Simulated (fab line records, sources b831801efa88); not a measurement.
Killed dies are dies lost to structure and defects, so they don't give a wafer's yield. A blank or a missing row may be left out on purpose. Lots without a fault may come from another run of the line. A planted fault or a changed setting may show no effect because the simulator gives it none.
One fault seen from 2 desks | flow sky130 | each desk has only its own numbers; what lay behind them comes last

THE TOOL OWNER'S DESK: rie_metal-01
The tool's own readings at SKY_METAL4_ETCH_16 (etches BARC in N2/H2, stops on SiO2, time 88.2 s, target depth 60 nm): means of the sampled wafers that have a number, for each lot that ran on this tool. A lot is out of limits, marked OUT, if its mean lies more than 4 standard deviations from the usual mean; the brackets give that distance.
Columns: A = drypump_motor_current_A at SKY_METAL4_ETCH_16, usual 5.7 A; B = oes_product_au at SKY_METAL4_ETCH_16, usual 0.626 a.u.; C = run_length_s at SKY_METAL4_ETCH_16, usual 116.7 s; D = throttle_valve_pct at SKY_METAL4_ETCH_16, usual 13.204 %
lot  | first seen here | A   | B                | C               | D
L540 | day 42 09:32    | 5.3 | 0.628            | 116.7           | 13.196
L549 | day 44 16:31    | 5.5 | 0.665 (+7.9) OUT | 109.2 (-10) OUT | 13.199
L563 | day 47 22:55    | 5.4 | 0.624            | 117.0           | 13.207
This desk's finding: out of limits on L549; first on L549, day 44 16:31 (oes_product_au at SKY_METAL4_ETCH_16). In limits: L540, L563.

THE METROLOGY DESK
What the gauges read, lot by lot, whatever tool the lot ran on: means of the sampled wafers that have a number. A lot is out of limits, marked OUT, if its mean lies more than 4 standard deviations from the usual mean; the brackets give that distance.
Columns: A = cd_nm at SKY_METAL4_CD_MEAS_13, usual 299.6 nm; B = METAL4_OVL at SKY_METAL4_OVL_MEAS_14, usual 0 nm
lot  | first seen here | A     | B
L540 | day 42 09:22    | 299.5 | 3
L543 | day 42 22:17    | 299.2 | 5
L549 | day 44 16:21    | 299.4 | -7
L560 | day 47 05:31    | 300.7 | 3
L563 | day 47 22:44    | 300.6 | -3
This desk's finding: nothing out of limits on any of the 5 lots.

PUT TOGETHER
The tool owner's desk could have raised an alarm at day 44 16:31, on L549.
The metrology desk saw nothing out of limits.
The metrology desk has L549 on record, within its limits.
Of the lots named, all ran SKY_METAL4_ETCH_16 on rie_metal-01.

WHAT THE SIMULATOR HAD PUT IN
Process parameter drift: rie_metal-01, from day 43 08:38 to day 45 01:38, at SKY_METAL4_ETCH_16. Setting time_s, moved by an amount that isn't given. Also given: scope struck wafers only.
Lots struck among those shown: L549.
Hours from the fault's start to each desk's first reading out of limits: the tool owner's desk, 32.
